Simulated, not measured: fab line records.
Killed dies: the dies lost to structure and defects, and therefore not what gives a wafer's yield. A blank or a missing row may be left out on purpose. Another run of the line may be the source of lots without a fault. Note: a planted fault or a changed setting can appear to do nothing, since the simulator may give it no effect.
The same fault as seen by 2 desks -- flow sky130 -- what lay behind the numbers comes last; until then each desk has only its own

METROLOGY DESK
Means of the sampled wafers that have a number, per lot and without regard to the tool the lot ran on: this is what the gauges read. The brackets show how far a lot's mean lies from the usual mean; more than 4 standard deviations puts the lot out of limits, marked OUT.
Columns: A = LOCAL_INTERCONNECT_OVL at SKY_LOCAL_INTERCONNECT_OVL_MEAS_12, usual 1 nm; B = METAL1_ALCU_RS at SKY_METAL1_RS_MEAS_05, usual 0.1265 ohm/sq; C = METAL1_ALCU_THK at SKY_METAL1_THK_MEAS_06, usual 248 nm; D = cd_nm at SKY_METAL1_CD_MEAS_15, usual 139.7 nm; E = VIA1_BOW at SKY_VIA1_BOW_MEAS_03, usual 81 um; F = VIA2_BOW at SKY_VIA2_BOW_MEAS_03, usual 87 um
lot,first seen here,A,B,C,D,E,F
L110,day 30 17:01,0,0.1272,246,141.4,77,85
L114,day 31 21:46,1,0.1283,243,137.9,82,89
L116,day 32 23:40,8,0.1291,242,138.9,81,87
L117,day 33 02:13,0,0.2194 (+49) OUT,193 (-14) OUT,140.2,80,87
L120,day 34 00:04,7,0.2183 (+48) OUT,190 (-15) OUT,140.5,95,98
L124,day 35 09:08,4,0.1278,245,141.2,88,101
L127,day 35 19:07,2,0.1251,250,137.4,80,84
L128,day 36 10:58,0,0.1255,249,139.4,71,77
L129,day 36 20:09,8,0.1262,247,140.8,77,82
L130,day 36 21:31,4,0.1273,247,140.4,83,91
L132,day 37 12:37,0,0.1272,246,139.6,88,94
Per this desk, out of limits: L117, L120; the first was L117, day 34 07:24 (METAL1_ALCU_RS at SKY_METAL1_RS_MEAS_05). L110, L114, L116, L124, L127, L128, L129, L130, L132 stayed within limits.

DESK OF THE TOOL OWNER: pvd_sputter-01
The tool's own readings at SKY_METAL1_SPUTTER_02 (material AlCu, target thk 250 nm, time 13.3 s): means of the sampled wafers that have a number, for each lot that ran on this tool. The brackets show how far a lot's mean lies from the usual mean; more than 4 standard deviations puts the lot out of limits, marked OUT.
Columns: A = chamber_pressure_pa at SKY_METAL1_SPUTTER_02, usual 0.4001 Pa; B = throttle_valve_pct at SKY_METAL1_SPUTTER_02, usual 29.9 %
lot,first seen here,A,B
L110,day 32 00:04,0.4002,31.1
L114,day 33 03:13,0.4007,29.8
L117,day 34 07:17,0.3996,29.9
L120,day 35 05:37,0.4001,29.8
L128,day 37 15:47,0.4005,31.2
L129,day 38 00:59,0.4008,29.9
L130,day 38 03:13,0.3999,30.3
L132,day 38 17:41,0.3999,29.8
This desk's finding: nothing out of limits on any of the 8 lots.

BROUGHT TOGETHER
An alarm was possible from the metrology desk at day 34 07:24, on L117, L120.
The tool owner's desk saw nothing out of limits.
On record at the tool owner's desk: L117, L120, within its limits.
The lots listed all ran SKY_METAL1_SPUTTER_02 on pvd_sputter-01.

WHAT THE SIMULATOR PUT IN
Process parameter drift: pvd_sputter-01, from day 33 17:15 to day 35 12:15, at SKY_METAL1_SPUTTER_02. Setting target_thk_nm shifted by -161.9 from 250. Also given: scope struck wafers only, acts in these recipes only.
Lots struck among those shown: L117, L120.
Delay in hours, fault start to first out-of-limits reading, per desk: metrology desk 14.
